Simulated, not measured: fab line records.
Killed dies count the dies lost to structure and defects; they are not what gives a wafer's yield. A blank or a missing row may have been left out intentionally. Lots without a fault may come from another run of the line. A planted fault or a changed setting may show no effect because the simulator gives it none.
fab line records    flow sky130
[record] lots = 12  wafers = 36  last_day = 50
route steps=708 shown FIELD_ISO@18 VT_ADJUST_NCORE@128 SONOS_ONO@181
lots that met no fault: taken from a fault-free run of the same line
start_h: hours from the record's opening day to when the first of the lot's shown wafers began    wait_h: how many hours have passed since the lot's step before this one    " repeats the value in the row above    L1.1+2: one row covering several wafers at once    - either no value or no given start    * or withheld: withheld    < > ~ a bound
route shown NAME@n: names a module that has steps shown in the file, with the first one's number in the route    usual: the fault-free wafers' mean and standard deviation    same: alike in all rows    chamber/n: place in a boat    sites: per-site readings    _std_site: their standard deviation    _edge_site: outer sites' mean less inner sites'    radius_mm: for every site, how far away it sits from the centre of the wafer    mask NAME#n: copy n    behind: the last tool/chamber to shape the wafer    hold: the reason the lot was held/the length of the hold in hours/how it ended    device: the n, p or np transistor that did not switch    end of line: tests run on the same wafers once the route is complete    a step without rows: its recipe alone    killed: at the first sort, the dies lost to defects and structure; wafer yield is something else    map: a wafer's dies, x killed, . not, _ none there
set.NAME: the setting as run; set.NAME@STEP: as run at that earlier step    model.NAME: the simulator's own value behind a step, which no gauge read
one table for each step of the route and one row for each wafer, over a sample of lots
services: the hour from which a tool's chamber was out of use, counted from the record's first day as start_h (under 0 if before that day), plus the number of hours and why
[[steps]]
[step SKY_FIELD_ISO_ETCH_17]
[recipe] target_depth_a = 3420  mask_material = Si3N4  chemistry = HBr/Cl2/O2  target = Si  taper_deg = 5  icp_w = 600  bias_w = 150  pressure_mtorr = 15  HBr_flow_sccm = 150  Cl2_flow_sccm = 40  O2_flow_sccm = 6  time_s = 97.7
[usual] drypump_motor_current_A = 5.7/0.5  oes_product_au = 1.005/0.011  throttle_valve_pct = 25.653/0.012
lot.wafer  tool       chamber  start_h  wait_h  drypump_motor_current_A  oes_product_au  rf_hours_counter_h  throttle_valve_pct
L804.1     rie_si-02  3        31.24    0.1     6.4                      1.011           57                  25.633
L804.5     "          3        "        "       6.4                      1.012           -                   25.651
L804.6     "          0        "        "       5.3                      1.013           -                   25.649
L806.3     rie_si-01  0        39.89    0.0     4.9                      1.020           38                  25.645
L806.4     "          3        "        "       6.1                      0.999           90                  25.665
L806.5     "          2        "        "       5.8                      1.006           -                   25.643
L808.1     rie_si-02  0        50.94    0.1     5.4                      1.006           1                   25.654
L808.2     "          3        "        "       6.4                      1.002           57                  25.647
L808.3     "          1        "        "       6.1                      1.002           66                  25.672
L811.1     rie_si-02  0        66.04    0.1     5.3                      1.009           1                   25.659
L811.3     "          2        "        "       5.6                      0.997           0                   25.668
L811.6     "          3        "        "       6.4                      1.015           -                   25.660
L812.2     rie_si-02  1        70.60    0.1     6.1                      0.996           66                  25.661
L812.3     "          0        "        "       5.3                      1.009           1                   25.655
L812.6     "          1        "        "       6.0                      0.990           -                   25.670
L818.2     rie_si-02  0        108.19   0.1     5.4                      1.007           1                   25.633
L818.3     "          1        "        "       6.1                      1.003           66                  25.663
L818.6     "          3        "        "       6.4                      1.013           -                   25.661
L821.2     rie_si-02  3        120.09   0.1     6.4                      1.016           58                  25.634
L821.4     "          2        "        "       5.6                      0.991           1                   25.654
L821.5     "          2        "        "       5.6                      0.988           -                   25.673
L822.2     rie_si-01  1        121.34   0.1     5.1                      1.007           1                   25.646
L822.4     "          3        "        "       6.0                      1.016           90                  25.634
L822.5     "          0        "        "       4.9                      1.023           -                   25.643
L823.1     rie_si-02  1        127.09   0.1     6.0                      0.996           66                  25.649
L823.2     "          0        "        "       5.3                      1.017           2                   25.652
L823.4     "          3        "        "       6.4                      1.019           58                  25.660
L824.1     rie_si-02  1        135.34   0.1     6.1                      0.983           66                  25.667
L824.2     "          0        "        "       5.3                      1.014           2                   25.653
L824.6     "          0        "        "       5.3                      1.009           -                   25.649
L825.1     rie_si-01  0        138.09   0.1     4.9                      1.014           38                  25.649
L825.2     "          1        "        "       5.0                      1.005           1                   25.650
L825.3     "          2        "        "       5.8                      1.001           52                  25.676
L826.1     rie_si-02  2        146.09   0.1     5.6                      0.999           1                   25.662
L826.2     "          1        "        "       6.1                      0.986           66                  25.671
L826.5     "          1        "        "       6.1                      0.998           -                   25.660
[step SKY_FIELD_ISO_THK_MEAS_25]
[recipe] reads = SiO2_of_FIELD_ISO_CVD_24
[usual] FIELD_ISO_CVD_24_THK = 594/5.8
lot.wafer  tool           chamber  start_h  wait_h  FIELD_ISO_CVD_24_THK[nm]
L804.1     film_metro-03  -        35.05    0.0     588
L804.5     "              -        "        "       599
L804.6     "              -        "        "       590
L806.3     film_metro-03  -        43.53    0.1     598
L806.4     "              -        "        "       598
L806.5     "              -        "        "       601
L808.1     film_metro-03  -        53.22    0.0     598
L808.2     "              -        "        "       591
L808.3     "              -        "        "       594
L811.1     film_metro-01  -        80.79    0.0     594
L811.3     "              -        "        "       590
L811.6     "              -        "        "       598
L812.2     film_metro-03  -        81.04    0.0     604
L812.3     "              -        "        "       598
L812.6     "              -        "        "       605
L818.2     film_metro-04  -        110.42   0.0     582
L818.3     "              -        "        "       588
L818.6     "              -        "        "       588
L821.2     film_metro-04  -        124.32   0.0     588
L821.4     "              -        "        "       598
L821.5     "              -        "        "       593
L822.2     film_metro-03  -        124.32   0.0     590
L822.4     "              -        "        "       588
L822.5     "              -        "        "       593
L823.1     film_metro-03  -        128.92   0.0     588
L823.2     "              -        "        "       579
L823.4     "              -        "        "       592
L824.1     film_metro-01  -        137.48   0.0     598
L824.2     "              -        "        "       591
L824.6     "              -        "        "       599
L825.1     film_metro-01  -        140.38   0.1     596
L825.2     "              -        "        "       593
L825.3     "              -        "        "       600
L826.1     film_metro-04  -        147.75   0.0     580
L826.2     "              -        "        "       584
L826.5     "              -        "        "       585
[step SKY_VT_ADJUST_NCORE_IMPLANT_09]
[recipe] species = B  energy_kev = 10  dose_cm2 = 2.4e+12  tilt_deg = withheld
[usual] dose_ions_cm2 = 2.3997e+12/2.8e+09  faraday_current_uA = 13.56/0.25
lot.wafer  tool          chamber  start_h  wait_h  dose_ions_cm2  faraday_current_uA
L804.1     implanter-01  0        183.37   0.0     2.3995e+12     13.20
L804.5     "             0        "        "       2.3982e+12     13.53
L804.6     "             0        "        "       2.3981e+12     13.63
L806.3     implanter-02  0        197.42   0.1     2.397e+12      13.12
L806.4     "             0        "        "       2.4003e+12     13.74
L806.5     "             0        "        "       2.3977e+12     13.64
L808.1     implanter-01  0        206.77   0.0     2.3991e+12     13.68
L808.2     "             0        "        "       2.3999e+12     13.19
L808.3     "             0        "        "       2.4019e+12     13.08
L811.1     implanter-01  0        247.02   0.0     2.7776e+12     15.97
L811.3     "             0        "        "       2.7794e+12     15.47
L811.6     "             0        "        "       2.7787e+12     15.51
L812.2     implanter-01  0        247.65   0.0     2.7807e+12     14.99
L812.3     "             0        "        "       2.777e+12      15.92
L812.6     "             0        "        "       2.777e+12      15.66
L818.2     implanter-02  0        288.40   0.0     2.4003e+12     13.26
L818.3     "             0        "        "       2.3947e+12     13.59
L818.6     "             0        "        "       2.3986e+12     13.40
L821.2     implanter-02  0        298.49   0.0     2.3991e+12     13.42
L821.4     "             0        "        "       2.3993e+12     13.91
L821.5     "             0        "        "       2.3967e+12     13.32
L822.2     implanter-03  0        299.95   0.0     2.3948e+12     13.21
L822.4     "             0        "        "       2.3981e+12     13.25
L822.5     "             0        "        "       2.3973e+12     13.40
L823.1     implanter-03  0        304.43   0.0     2.4038e+12     13.99
L823.2     "             0        "        "       2.398e+12      13.50
L823.4     "             0        "        "       2.4026e+12     13.68
L824.1     implanter-02  0        308.98   0.0     2.404e+12      13.35
L824.2     "             0        "        "       2.4006e+12     13.81
L824.6     "             0        "        "       2.3999e+12     13.31
L825.1     implanter-02  0        318.97   0.0     2.3959e+12     13.30
L825.2     "             0        "        "       2.3995e+12     13.73
L825.3     "             0        "        "       2.3949e+12     13.44
L826.1     implanter-01  0        324.27   0.0     2.3999e+12     13.49
L826.2     "             0        "        "       2.3977e+12     13.64
L826.5     "             0        "        "       2.3996e+12     13.16
[step SKY_VT_ADJUST_NCORE_TW_MEAS_11]
[usual] VT_ADJUST_NCORE_TW = 219.9/0.9
lot.wafer  tool           chamber  start_h  wait_h  VT_ADJUST_NCORE_TW
L804.1     film_metro-04  -        183.62   0.1     218.8
L804.5     "              -        "        "       220.2
L804.6     "              -        "        "       219.9
L806.3     film_metro-03  -        197.64   0.1     219.6
L806.4     "              -        "        "       219.7
L806.5     "              -        "        "       220.6
L808.1     film_metro-04  -        207.02   0.1     219.2
L808.2     "              -        "        "       220.5
L808.3     "              -        "        "       221.5
L811.1     film_metro-04  -        247.27   0.1     228.6
L811.3     "              -        "        "       226.9
L811.6     "              -        "        "       227.6
L812.2     film_metro-01  -        247.92   0.1     227.7
L812.3     "              -        "        "       229.1
L812.6     "              -        "        "       229.0
L818.2     film_metro-04  -        288.63   0.1     220.7
L818.3     "              -        "        "       221.2
L818.6     "              -        "        "       220.3
L821.2     film_metro-03  -        298.73   0.1     219.6
L821.4     "              -        "        "       218.9
L821.5     "              -        "        "       219.2
L822.2     film_metro-01  -        300.18   0.1     220.9
L822.4     "              -        "        "       219.9
L822.5     "              -        "        "       218.9
L823.1     film_metro-03  -        304.68   0.1     220.0
L823.2     "              -        "        "       219.9
L823.4     "              -        "        "       219.9
L824.1     film_metro-04  -        309.23   0.1     219.6
L824.2     "              -        "        "       220.0
L824.6     "              -        "        "       219.9
L825.1     film_metro-01  -        319.22   0.1     220.5
L825.2     "              -        "        "       220.5
L825.3     "              -        "        "       221.7
L826.1     film_metro-03  -        324.52   0.1     219.4
L826.2     "              -        "        "       219.5
L826.5     "              -        "        "       219.6
[step SKY_SONOS_ONO_CD_MEAS_13]
[recipe] target_cd_nm = 410
[usual] cd_nm = 409.9/2
lot.wafer  tool       chamber  start_h  wait_h  cd_nm
L804.1     cd_sem-02  -        280.82   0.1     410.7
L804.5     "          -        "        "       409.8
L804.6     "          -        "        "       410.1
L806.3     cd_sem-02  -        292.91   0.1     407.3
L806.4     "          -        "        "       406.9
L806.5     "          -        "        "       405.4
L808.1     cd_sem-02  -        299.81   0.1     412.0
L808.2     "          -        "        "       409.8
L808.3     "          -        "        "       411.0
L811.1     cd_sem-01  -        338.17   0.1     410.8
L811.3     "          -        "        "       409.4
L811.6     "          -        "        "       408.4
L812.2     cd_sem-01  -        341.34   0.1     407.3
L812.3     "          -        "        "       406.9
L812.6     "          -        "        "       405.7
L818.2     cd_sem-02  -        392.23   0.1     411.9
L818.3     "          -        "        "       411.5
L818.6     "          -        "        "       411.9
L821.2     cd_sem-01  -        407.09   0.1     410.1
L821.4     "          -        "        "       409.1
L821.5     "          -        "        "       409.6
L822.2     cd_sem-02  -        408.58   0.1     409.4
L822.4     "          -        "        "       411.3
L822.5     "          -        "        "       411.1
L823.1     cd_sem-01  -        416.67   0.1     406.2
L823.2     "          -        "        "       408.1
L823.4     "          -        "        "       407.9
L824.1     cd_sem-02  -        423.01   0.1     409.8
L824.2     "          -        "        "       408.7
L824.6     "          -        "        "       408.0
L825.1     cd_sem-01  -        437.01   0.1     411.5
L825.2     "          -        "        "       412.7
L825.3     "          -        "        "       411.4
L826.1     cd_sem-01  -        441.71   0.1     409.9
L826.2     "          -        "        "       410.7
L826.5     "          -        "        "       408.2
[[services]]
tool          chamber  start_h  hours  kind
rie_si-02     -        27.85    0.5    repair
rie_si-02     2        30.81    -      clean
rie_si-02     2        30.81    21.6   scheduled_down
rie_si-02     2        30.81    21.6   vent_cycle
rie_si-01     3        42.52    16.5   repair
rie_si-01     2        59.96    4.0    repair
implanter-01  -        71.47    4.1    pm
implanter-03  -        92.49    5.2    repair
implanter-02  -        114.02   5.2    pm
implanter-03  -        141.82   4.9    pm
rie_si-01     -        146.68   0.6    repair
rie_si-02     2        182.78   1.8    repair
rie_si-01     -        232.68   0.6    repair
implanter-03  -        258.56   3.3    repair
[[key]]
[first_sign] step = SKY_VT_ADJUST_NCORE_IMPLANT_09  reading = dose_ions_cm2  direction = up  sigmas = 99+  usual = *  struck = *
[effect] step = SKY_VT_ADJUST_NCORE_IMPLANT_09  reading = faraday_current_uA  direction = up  sigmas = 8  usual = 13.56  struck = 15.59
[effect] step = SKY_VT_ADJUST_NCORE_TW_MEAS_11  reading = VT_ADJUST_NCORE_TW  direction = up  sigmas = 9.2  usual = 219.9  struck = 228.2
met_at SKY_VT_ADJUST_NCORE_IMPLANT_09
struck_lots L811,L812
tester_left_out L811,L812
not_acting_at SKY_FIELD_ISO_ETCH_17,SKY_FIELD_ISO_THK_MEAS_25,SKY_SONOS_ONO_CD_MEAS_13
onset_between 206.77 247.02
[fault] kind = process_parameter_drift  tool = implanter-01  chamber = -  onset_h = 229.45  steps = SKY_VT_ADJUST_NCORE_IMPLANT_09  channel = dose_cm2  offset = *  shape = step  end_h = 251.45  acts_in = *  stated = *
// tester_left_out: of these lots the tester's yield and bins aren't shown, on N5 and GAA mostly nor the transistor test; their killed dies are dies lost to structure and defects alone, not to doping, threshold or leakage, so they don't give the yield
